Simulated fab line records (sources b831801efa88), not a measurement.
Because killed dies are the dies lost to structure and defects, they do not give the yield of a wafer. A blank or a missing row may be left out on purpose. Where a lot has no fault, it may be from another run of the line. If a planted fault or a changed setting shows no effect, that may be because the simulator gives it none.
fab line records	flow sky130
record: lots: 5	wafers: 15	last-day: 50
route steps=708 shown SD_P@359 RES_XHIGH@360 SALICIDE@361 LI_CONTACT@362 PAD_OPEN@708
lots that met no fault: taken from a fault-free run of the same line
start-h: hours from the record's first day to the start of the lot's first wafer shown	wait-h: how many hours have passed since the lot's step before this one	" identical to the entry in the row above	L1.1+2: a row that stands for several wafers	- no value present, or no start provided	* or withheld: withheld	< > ~ a bound
route shown NAME@n: NAME is a module with steps in the file, n the number in the route of the first one	usual: mean and standard deviation over wafers with no fault	same: alike in all rows	chamber/n: place in a boat	sites: the reading at each site	_std_site: the values' standard deviation	_edge_site: the outer-site mean with the inner-site mean subtracted	radius-mm: how far each site lies from the wafer's centre	mask NAME#n: copy n	behind: tool/chamber where the wafer was last shaped	hold: cause of the lot's hold/its duration in hours/its outcome	device: names the non-switching transistor (n, p or np)	end of line: tests of these same wafers at the route's end	a step with no rows: only its recipe	killed: count of dies lost to structure and defects at first sort (not the wafer's yield)	map: the dies of a wafer, with x for killed, . for not killed, _ for no die there
set.NAME: setting as actually run; set.NAME@STEP: the setting as run at that earlier step	model.NAME: the simulator's own value behind a step, which no gauge read
lots at some steps of the route; a table a step, a row a wafer
services: a tool's chamber out of use, with start hour (start-h, from the record's first day; less than 0 if before it), hours out, and reason
== steps ==
step: SKY_SD_N_RS_MEAS_17
recipe: thk-meas-gauge: four-point-probe
usual: SD_P_RS: 147.1/0.33
lot.wafer	tool	chamber	start-h	wait-h	SD_P_RS[ohm/sq]
L262.1	film-metro-04	-	677.42	0.1	147.1
L262.2	"	-	"	"	146.5
L262.6	"	-	"	"	147.1
L263.1	film-metro-03	-	682.52	0.1	146.5
L263.3	"	-	"	"	146.1
L263.5	"	-	"	"	146.3
L268.2	film-metro-01	-	721.57	0.1	146.9
L268.5	"	-	"	"	146.9
L268.6	"	-	"	"	147.5
L278.1	film-metro-04	-	794.00	0.1	146.5
L278.4	"	-	"	"	146.6
L278.5	"	-	"	"	146.5
L280.1	film-metro-01	-	811.32	0.1	146.9
L280.3	"	-	"	"	146.6
L280.4	"	-	"	"	147.1
step: SKY_SD_N_RS_MEAS_18
recipe: thk-meas-gauge: four-point-probe
usual: RES_XHIGH_RS: 333.1/1.1
lot.wafer	tool	chamber	start-h	wait-h	RES_XHIGH_RS[ohm/sq]
L262.1	film-metro-04	-	677.54	0.1	335.0
L262.2	"	-	"	"	335.6
L262.6	"	-	"	"	335.2
L263.1	film-metro-03	-	682.64	0.1	333.4
L263.3	"	-	"	"	334.0
L263.5	"	-	"	"	334.6
L268.2	film-metro-01	-	721.69	0.1	334.4
L268.5	"	-	"	"	332.9
L268.6	"	-	"	"	332.3
L278.1	film-metro-04	-	794.12	0.1	332.7
L278.4	"	-	"	"	331.8
L278.5	"	-	"	"	334.0
L280.1	film-metro-01	-	811.44	0.1	333.1
L280.3	"	-	"	"	333.3
L280.4	"	-	"	"	332.4
step: SKY_SALICIDE_CLEAN_00
recipe: chemistry: HF-last	time-s: 30	dilution: 100:1	dry: ipa-marangoni
step: SKY_LI_CONTACT_HDPCVD_00
recipe: material: PSG	target-thk-nm: 930	sigma-open-frac: 0.3	time-s: 155	temp-c: 600	sih4-flow-sccm: 60	pressure-mtorr: 6
step: SKY_LI_CONTACT_THK_MEAS_01
recipe: reads: PSG_of_LI_CONTACT_HDPCVD_00
usual: LI_CONTACT_HDPCVD_THK: 935/10
lot.wafer	tool	chamber	start-h	wait-h	LI_CONTACT_HDPCVD_THK[nm]
L262.1	film-metro-04	-	677.78	0.1	927
L262.2	"	-	"	"	929
L262.6	"	-	"	"	938
L263.1	film-metro-03	-	682.90	0.1	943
L263.3	"	-	"	"	919
L263.5	"	-	"	"	929
L268.2	film-metro-04	-	721.92	0.1	947
L268.5	"	-	"	"	943
L268.6	"	-	"	"	925
L278.1	film-metro-03	-	794.41	0.1	941
L278.4	"	-	"	"	949
L278.5	"	-	"	"	940
L280.1	film-metro-04	-	811.68	0.1	948
L280.3	"	-	"	"	935
L280.4	"	-	"	"	931
step: SKY_LI_CONTACT_CMP_02
recipe: material: PSG	down-force-psi: 4	platen-rpm: 60	pad-velocity-m-s: 0.94248
usual: motor-current-A: 12.1/1.3	time-to-endpoint-s: 31/3.8
lot.wafer	tool	chamber	start-h	wait-h	motor-current-A	time-to-endpoint-s
L262.1	cmp-02	0	677.84	0.1	12.5	26
L262.2	"	3	"	"	12.2	27
L262.6	"	1	"	"	13.3	27
L263.3	cmp-01	2	682.96	0.0	10.8	37
L263.1	"	1	"	"	13.3	39
L263.5	"	3	"	"	10.1	28
L268.2	cmp-01	0	722.12	0.2	14.1	30
L268.6	"	1	"	"	13.6	35
L268.5	"	2	"	"	10.8	29
L278.1	cmp-02	0	794.47	0.1	11.5	30
L278.4	"	1	"	"	13.1	30
L278.5	"	0	"	"	11.7	29
L280.1	cmp-02	1	811.74	0.1	12.4	32
L280.4	"	3	"	"	12.5	30
L280.3	"	0	"	"	11.9	27
step: SKY_LI_CONTACT_BOW_MEAS_03
recipe: mode: bow
usual: LI_CONTACT_BOW: 56/7.1
lot.wafer	tool	chamber	start-h	wait-h	LI_CONTACT_BOW[um]
L262.1	film-metro-04	-	678.14	0.2	59
L262.2	"	-	"	"	64
L262.6	"	-	"	"	57
L263.1	film-metro-04	-	683.26	0.1	62
L263.3	"	-	"	"	58
L263.5	"	-	"	"	72
L268.2	film-metro-03	-	722.29	0.1	49
L268.5	"	-	"	"	60
L268.6	"	-	"	"	54
L278.1	film-metro-03	-	794.77	0.2	56
L278.4	"	-	"	"	52
L278.5	"	-	"	"	62
L280.1	film-metro-04	-	812.04	0.2	60
L280.3	"	-	"	"	47
L280.4	"	-	"	"	48
step: SKY_LI_CONTACT_DEHYDRATE_04
recipe: temp-c: 200	time-s: 60
step: SKY_LI_CONTACT_HMDS_05
recipe: prime-time-s: 60	prime-temp-c: 120
step: SKY_LI_CONTACT_COAT_06
recipe: resist: BARC	temp-c: withheld	time-s: withheld	spin-rpm: 3000	resist-thk-nm: 60
step: SKY_LI_CONTACT_COAT_07
recipe: resist: KrF-thick	spin-rpm: 3000	resist-thk-nm: 450
step: SKY_LI_CONTACT_SOFTBAKE_08
recipe: temp-c: 100.8	time-s: 90	resist: KrF-thick
step: SKY_LI_CONTACT_EXPOSE_09
recipe: mask-id: LICM1	na: 0.8	source-shape: annular	sigma-inner: 0.55	sigma-outer: 0.85	target-cd-nm: 170	dose-mj: 38
lot.wafer	tool	chamber	start-h	wait-h	mask
L262.1+2+6	krf-scanner-01	0	692.68	-	LICM1#0
L263.1+3+5	krf-scanner-01	0	697.31	-	LICM1#0
L268.2+5+6	krf-scanner-02	0	737.35	-	LICM1#0
L278.1+4+5	krf-scanner-01	0	807.89	-	LICM1#0
L280.1+3+4	krf-scanner-01	0	825.83	-	LICM1#0
step: SKY_LI_CONTACT_PEB_10
recipe: peb-temp-c: withheld	peb-time-s: withheld	resist: KrF-thick
step: SKY_LI_CONTACT_DEVELOP_11
recipe: develop-time-s: 60	resist: KrF-thick	dev-temp-c: 21
step: SKY_LI_CONTACT_CD_MEAS_12
recipe: target-cd-nm: 170
usual: cd-nm: 169.6/1.3
lot.wafer	tool	chamber	start-h	wait-h	cd-nm
L262.1	cd-sem-01	-	706.99	-	168.9
L262.2	"	-	"	"	169.7
L262.6	"	-	"	"	169.6
L263.1	cd-sem-02	-	711.49	-	165.9
L263.3	"	-	"	"	166.5
L263.5	"	-	"	"	166.0
L268.2	cd-sem-01	-	750.06	-	171.0
L268.5	"	-	"	"	168.9
L268.6	"	-	"	"	169.6
L278.1	cd-sem-01	-	821.19	-	169.6
L278.4	"	-	"	"	166.4
L278.5	"	-	"	"	167.7
L280.1	cd-sem-01	-	838.83	-	169.4
L280.3	"	-	"	"	169.1
L280.4	"	-	"	"	168.9
step: SKY_LI_CONTACT_OVL_MEAS_13
usual: LI_CONTACT_OVL: 1/5.4
lot.wafer	tool	chamber	start-h	wait-h	LI_CONTACT_OVL[nm]
L262.1	overlay-02	-	707.11	0.1	-2
L262.2	"	-	"	"	1
L262.6	"	-	"	"	-6
L263.1	overlay-02	-	711.61	0.1	2
L263.3	"	-	"	"	1
L263.5	"	-	"	"	4
L268.2	overlay-01	-	750.17	0.1	-6
L268.5	"	-	"	"	-7
L268.6	"	-	"	"	1
L278.1	overlay-01	-	821.31	0.1	3
L278.4	"	-	"	"	2
L278.5	"	-	"	"	0
L280.1	overlay-01	-	838.95	0.1	11
L280.3	"	-	"	"	3
L280.4	"	-	"	"	9
step: SKY_LI_CONTACT_ETCH_14
recipe: chemistry: N2/H2	target: BARC	ion-energy-ev: 200	source-w: 500	bias-w: 100	pressure-mtorr: 30	n2-flow-sccm: 100	h2-flow-sccm: 200	stop-on: SiO2	time-s: 45.9	target-depth-a: 600
usual: drypump-motor-current-A: 5.6/0.4	oes-product-au: 0.855/0.0045	throttle-valve-pct: 13.226/0.0084
lot.wafer	tool	chamber	start-h	wait-h	drypump-motor-current-A	oes-product-au	rf-hours-counter-h	throttle-valve-pct	model.LI_CONTACT.cd-nm
L262.1	rie-diel-03	0	707.15	0.0	5.9	0.857	4	13.248	168.5
L262.2	"	3	"	"	5.3	0.860	45	13.227	170.1
L262.6	"	3	"	"	5.3	0.856	-	13.223	170.3
L263.1	rie-diel-01	2	711.65	0.0	5.9	0.852	2	13.218	165.6
L263.3	"	1	"	"	5.4	0.857	7	13.215	165.5
L263.5	"	0	"	"	5.0	0.854	-	13.229	166
L268.2	rie-diel-02	0	750.20	0.0	5.1	0.854	6	13.218	171.8
L268.5	"	1	"	"	5.5	0.855	-	13.220	169
L268.6	"	2	"	"	5.7	0.854	-	13.221	169.3
L278.1	rie-diel-01	0	821.35	0.0	5.0	0.853	14	13.242	169.1
L278.4	"	3	"	"	6.2	0.854	17	13.241	169.4
L278.5	"	0	"	"	5.0	0.858	-	13.230	167.5
L280.1	rie-diel-03	1	838.99	0.0	4.9	0.853	5	13.227	170
L280.3	"	2	"	"	5.9	0.860	12	13.223	168
L280.4	"	3	"	"	5.3	0.853	1	13.238	168.2
step: SKY_LI_CONTACT_ETCH_15
recipe: target: PSG	chemistry: C4F8/O2/Ar	stop-on: Si	taper-deg: 4.15	mask-material: KrF-thick	source-w: 1500	bias-w: 1200	pressure-mtorr: 40	c4f8-flow-sccm: withheld	O2_flow_sccm: 6	Ar_flow_sccm: 300	time-s: withheld	target-depth-a: 6000
usual: oes-product-au: 0.836/0.0045
lot.wafer	tool	chamber	start-h	wait-h	oes-product-au
L262.1	rie-diel-03	0	707.19	0.0	0.843
L262.2	"	3	"	"	0.836
L262.6	"	3	"	"	0.835
L263.1	rie-diel-01	2	711.69	0.0	0.840
L263.3	"	1	"	"	0.836
L263.5	"	0	"	"	0.831
L268.2	rie-diel-02	0	750.24	0.0	0.836
L268.5	"	1	"	"	0.835
L268.6	"	2	"	"	0.837
L278.1	rie-diel-01	0	821.39	0.0	0.830
L278.4	"	3	"	"	0.831
L278.5	"	0	"	"	0.831
L280.1	rie-diel-03	1	839.03	0.0	0.835
L280.3	"	2	"	"	0.838
L280.4	"	3	"	"	0.835
step: SKY_PAD_OPEN_PROBE_99
usual: killed_at_M0_to_M3: 42/6.8	killed_at_M4_up: 3.4/1.8	killed-at-contacts: 25/5.7	killed-at-front-end: 16/4.8	killed-at-other: 0.2/0.39	killed-dies: 87/9.6	killed-open: 47/6.9	killed-short: 40/6.3
same: gross-dies: 492	killed-at-back-side: 0
lot.wafer	tool	chamber	start-h	wait-h	killed_at_M0_to_M3	killed_at_M4_up	killed-at-contacts	killed-at-front-end	killed-at-other	killed-dies	killed-open	killed-short
L262.1	prober-02	-	1098.93	0.1	38	5	20	23	0	86	45	41
L262.2	prober-02	-	1098.98	0.1	34	4	25	16	0	79	36	43
L262.6	prober-02	-	1099.18	0.2	41	2	19	11	1	74	43	31
L263.1	prober-01	-	1102.48	0.1	34	1	33	19	0	87	49	38
L263.3	prober-01	-	1102.58	0.2	43	1	18	10	0	72	42	30
L263.5	prober-01	-	1102.68	0.2	45	5	23	13	0	86	43	43
L268.2	prober-02	-	1131.43	0.1	52	4	17	16	0	89	41	48
L268.5	prober-02	-	1131.58	0.2	48	4	25	19	0	96	54	42
L268.6	prober-02	-	1131.63	0.2	54	2	18	15	1	90	53	37
killed by level:class
L262.1 VIA2:geometric-particle:open=10 POLY_GATE:geometric-particle:short=8 VIA1:geometric-particle:open=8 SPACER:geometric-particle:open=7 LOCAL_INTERCONNECT:geometric-particle:short=5 CONTACT:geometric-particle:open=5 METAL1:geometric-particle:short=5 VIA3:geometric-particle:short=5
L262.2 VIA3:geometric-particle:open=8 LOCAL_INTERCONNECT:geometric-particle:short=7 LI_CONTACT:geometric-particle:open=6 CONTACT:geometric-particle:open=6 VIA1:geometric-particle:open=6 METAL2:geometric-particle:short=6 FIELD_ISO:geometric-particle:short=5 METAL1:geometric-particle:short=4
L262.6 VIA3:geometric-particle:open=9 LI_CONTACT:geometric-particle:open=7 VIA1:geometric-particle:open=7 LOCAL_INTERCONNECT:geometric-particle:short=6 VIA2:geometric-particle:open=6 CONTACT:geometric-particle:open=5 VIA2:geometric-particle:short=4 VIA3:geometric-particle:short=4
L263.1 CONTACT:geometric-particle:open=11 LOCAL_INTERCONNECT:geometric-particle:short=9 FIELD_ISO:geometric-particle:open=6 METAL2:geometric-particle:short=6 VIA1:geometric-particle:open=5 FIELD_ISO:geometric-particle:short=4 LI_CONTACT:geometric-particle:short=4 LI_CONTACT:geometric-particle:open=4
L263.3 CONTACT:geometric-particle:open=8 VIA1:geometric-particle:open=8 METAL2:geometric-particle:short=8 VIA3:geometric-particle:open=7 VIA1:geometric-particle:short=5 LI_CONTACT:geometric-particle:open=4 VIA3:geometric-particle:short=4 LI_CONTACT:geometric-particle:short=3
L263.5 VIA1:geometric-particle:open=15 CONTACT:geometric-particle:open=10 VIA1:geometric-particle:short=10 METAL2:geometric-particle:short=8 CONTACT:geometric-particle:short=6 POLY_GATE:geometric-particle:open=4 METAL1:geometric-particle:short=4 FIELD_ISO:geometric-particle:short=3
L268.2 VIA1:geometric-particle:open=10 VIA2:geometric-particle:open=8 CONTACT:geometric-particle:open=6 METAL1:geometric-particle:short=6 LOCAL_INTERCONNECT:geometric-particle:short=5 VIA2:geometric-particle:short=5 VIA3:geometric-particle:open=5 FIELD_ISO:geometric-particle:short=4
L268.5 VIA1:geometric-particle:open=18 CONTACT:geometric-particle:open=16 POLY_GATE:geometric-particle:short=8 VIA1:geometric-particle:short=8 METAL2:geometric-particle:short=7 VIA2:geometric-particle:open=4 LI_CONTACT:geometric-particle:short=4 LI_CONTACT:geometric-particle:open=4
L268.6 VIA1:geometric-particle:open=15 VIA2:geometric-particle:open=8 FIELD_ISO:geometric-particle:open=7 METAL1:geometric-particle:short=6 CONTACT:geometric-particle:open=5 LI_CONTACT:geometric-particle:open=5 METAL3:geometric-particle:short=5 VIA3:geometric-particle:open=5
== services ==
tool	chamber	start-h	hours	kind
cmp-01	-	664.61	12.3	repair
krf-scanner-02	-	669.85	3.6	pm
rie-diel-01	1	674.90	7.5	repair
krf-scanner-01	-	690.59	0.8	pm
cmp-01	-	698.25	0.8	repair
rie-diel-02	0	705.16	16.2	repair
krf-scanner-01	-	705.55	1.3	pm
krf-scanner-01	-	706.85	1.0	pm
rie-diel-03	0	712.52	48.8	repair
cmp-01	-	716.87	0.8	repair
rie-diel-03	-	718.32	15.6	pm
rie-diel-03	2	747.35	16.1	repair
cmp-01	-	751.72	1.2	repair
krf-scanner-01	-	763.40	4.4	pm
rie-diel-02	3	767.10	7.8	repair
rie-diel-01	3	771.63	5.9	repair
rie-diel-01	3	778.21	6.7	repair
rie-diel-03	-	780.35	2.8	pm
rie-diel-02	3	789.02	4.9	repair
rie-diel-03	1	789.45	10.2	repair
cmp-01	-	793.39	4.0	pm
rie-diel-03	-	799.24	0.5	repair
rie-diel-03	1	824.19	14.5	repair
rie-diel-02	0	835.49	1.5	repair
== key ==
first-sign none at tools or gauges
model-effect: step: SKY_LI_CONTACT_ETCH_14	value: LI_CONTACT.cd-nm	without: 167.6	struck: 165.7
met-at SKY_LI_CONTACT_EXPOSE_09
struck-wafers L263.1,L263.3,L263.5
tester-left-out L263
onset-between 692.68 697.31
fault: kind: process-parameter-drift	tool: krf-scanner-01	chamber: -	onset-h: 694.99	steps: SKY_LI_CONTACT_EXPOSE_09	channel: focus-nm	offset: 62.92	spread-by-wafer: 0.3	shape: step	end-h: 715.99
tester-left-out: of these lots the tester's yield and bins aren't shown, on N5 and GAA mostly nor the transistor test; their killed dies are dies lost to structure and defects alone, not to doping, threshold or leakage, so they don't give the yield
